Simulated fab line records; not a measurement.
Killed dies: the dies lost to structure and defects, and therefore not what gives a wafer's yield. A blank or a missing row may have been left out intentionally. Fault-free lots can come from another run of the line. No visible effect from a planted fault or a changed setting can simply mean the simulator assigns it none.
The tool behind it: which one?	flow gf180mcu	Sampling: 6 lots, 18 wafers, 3 of 602 route steps

== WHAT THE GAUGES READ, wafer by wafer ==
GF_V4_RS_MEAS_24: measurement is done with a four-point probe.
lot	measured	on	V4_W_RS (ohm/sq)
L883	day 25 22:56	filmMetro-03	0.3249 0.3257 0.3238
L887	day 26 23:15	filmMetro-02	0.3268 0.3293 0.3245
L897	day 29 18:56	filmMetro-03	43.653 43.518 43.256
L899	day 30 11:28	filmMetro-03	42.662 42.995 43.325
L901	day 30 19:14	filmMetro-03	0.3277 0.3276 0.3272
L903	day 31 05:36	filmMetro-03	0.3293 0.3282 0.3272

== EACH LOT AND THE TOOL THAT RAN IT (in order: tool; ch and the chambers of the sampled wafers; start) ==
lot	GF_V4_SPUTTER_22	GF_V4_CVD_23
L883	pvdSputter-04, day 25 22:46	cvdW-02 ch 1, day 25 22:49
L887	pvdSputter-03, day 26 23:05	cvdW-02 ch 0, day 26 23:07
L897	pvdSputter-04, day 29 18:47	cvdW-02 ch 0,1, day 29 18:49
L899	pvdSputter-01, day 30 11:17	cvdW-02 ch 0,1, day 30 11:19
L901	pvdSputter-04, day 30 19:05	cvdW-01 ch 0,1, day 30 19:08
L903	pvdSputter-03, day 31 05:27	cvdW-01 ch 0,1, day 31 05:29
- GF_V4_SPUTTER_22: material TiN, target thk 10 nm, time 40 s.
- GF_V4_CVD_23: deposits W, target thk 350 nm, time 104.9 s.

== THE ANSWER, worked out from the rows above alone ==
Rule: what is usual is taken from the lots themselves. The widest of any qualifying gaps counts: lots, ordered by their means at a reading, are off when they make up no more than a third of the lots, leave a main group of 4 or more, and stand apart from it by 3 or more times the standard deviation of that group's means. The tables above print the reading to a certain number of digits; a main group whose means all agree to those digits is not used. A lot without any number at a reading at which 4 lots or more have one is off too. Where the step has rows for the other lots, those lots are counted as sound.
Off: L897, L899, seen at GF_V4_RS_MEAS_24 (V4_W_RS). Mean 0.3268 ohm/sq and standard deviation 0.0013 in the main group.
A tool fits if, at a process step before that reading, it ran every lot that is off, and no sound lot after the first of them. Gauges at GF_V4_RS_MEAS_24: tried the same way as those tools. One candidate fits, namely cvdW-02 at GF_V4_CVD_23. Its last sound lot is L887 (day 26 23:07), its first lot that is off L897 (day 29 18:49): a fault that began between those two fits.

== WHAT WAS PUT IN BY THE SIMULATOR ==
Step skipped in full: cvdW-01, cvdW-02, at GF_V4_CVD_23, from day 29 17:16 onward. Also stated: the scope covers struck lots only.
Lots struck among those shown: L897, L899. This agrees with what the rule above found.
